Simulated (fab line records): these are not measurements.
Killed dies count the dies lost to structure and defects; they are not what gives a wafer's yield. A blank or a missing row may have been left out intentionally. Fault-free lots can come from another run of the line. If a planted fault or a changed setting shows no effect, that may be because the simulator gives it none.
Problem report, 8D (eight disciplines) form, completed by code | flow gf180mcu | the parts of the form that need people (team, actions taken, sign-off) are left out

1. THE ISSUE
Wafers free of any fault read 456.9 ohm/sq (standard deviation 1.2) for MVSD_RS at GF_VT_IMPLANT_RS_MEAS_46, against a mean of 499.2 ohm/sq on 6 wafers of 2 lots. That is +35 standard deviations from the usual mean.
The step: measures by four-point-probe.
The first sign was on wafer L618.1 at day 12 15:07, on film_metro-02. The record holds 39 wafers of 13 lots with a number at this step. By rule, "out" or "out of limits" means more than 4 standard deviations away from the usual mean. The rest of the wafers with a number are treated as sound.

2. WHAT IT IS, AND WHAT IT ISN'T
question                    | is                           | is not
which readings at this step | MVSD_RS                      | -
which lots                  | L618, L621                   | L604, L607, L608, L609, L610, L611, L612, L616, L617, L622, L623
which wafers of those lots  | all that have a number       | -
read on which gauges        | film_metro-01, film_metro-02 | film_metro-04
when                        | from day 12 15:07            | up to then (27 sound wafers); but 6 sound wafers of L622, L623 came after

3. WHAT RULES OUT EACH SUSPECT
Counting: any tool at a process step up to the reading is kept as a suspect provided that every lot that is out went through it and no sound lot did after the first of them.
- the gauge at GF_VT_IMPLANT_RS_MEAS_46 is ruled out. Those wafers that are out were read across 2 gauges (film_metro-01, film_metro-02).
- implanter-03 at GF_MVSD_IMPLANT_09: kept. It ran every lot that is out, first L618 (day 8 19:00), and no sound lot after that; its last sound lot up to then is L617 (day 8 12:07). On those wafers its own readings are out: dose_ions_cm2, faraday_current_uA.
The count leaves implanter-03 at GF_MVSD_IMPLANT_09.

4. THE CAUSE (what the simulator had put in)
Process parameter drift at GF_MVSD_IMPLANT_09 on implanter-03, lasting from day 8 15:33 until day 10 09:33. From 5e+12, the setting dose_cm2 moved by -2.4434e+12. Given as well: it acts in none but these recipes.
Only this tool survived the counting.

5. SEQUENCE OF EFFECTS, ordered by route
Each row: a reading where the mean over the struck wafers with a number is more than 3 standard deviations away from the usual. Readings are gone through only where the record gives a usual standard deviation; hours: the median, over the lots, of the time from a lot's start at the first step in this table giving one to that lot's start at this step; sigmas: the change measured in usual standard deviations.
hours | step                     | reading            | usual        | on struck wafers | change     | sigmas
0     | GF_MVSD_IMPLANT_09       | dose_ions_cm2      | 4.999e+12    | 2.556e+12        | -2.443e+12 | -99 or more
0     | GF_MVSD_IMPLANT_09       | faraday_current_uA | 28.1         | 14.6             | -13.5      | -25
93    | GF_VT_IMPLANT_RS_MEAS_46 | MVSD_RS            | 456.9 ohm/sq | 499.2            | +42.4      | +35
Process steps it contains:
- GF_MVSD_IMPLANT_09
At these later measuring or inspecting steps, every struck wafer for which the step has a row has a number for every such reading, and none has moved that far: GF_HV_LDD_OVL_MEAS_08, GF_HV_LDD_TW_MEAS_23.

6. HOW IT WOULD HAVE BEEN CAUGHT EARLIER
The first out-of-limits reading at a measuring or inspecting step in this record came at day 12 15:07, 96 hours after the fault's start at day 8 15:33.
Tool's own readings at GF_MVSD_IMPLANT_09, dose_ions_cm2, faraday_current_uA: out on all struck wafers the step has rows for; an alarm limit on them would have tripped on the first.
All the lots that are out (2) had begun GF_MVSD_IMPLANT_09 on implanter-03 by day 12 15:07. Had the tool been put on hold then, not one of them would have been saved.
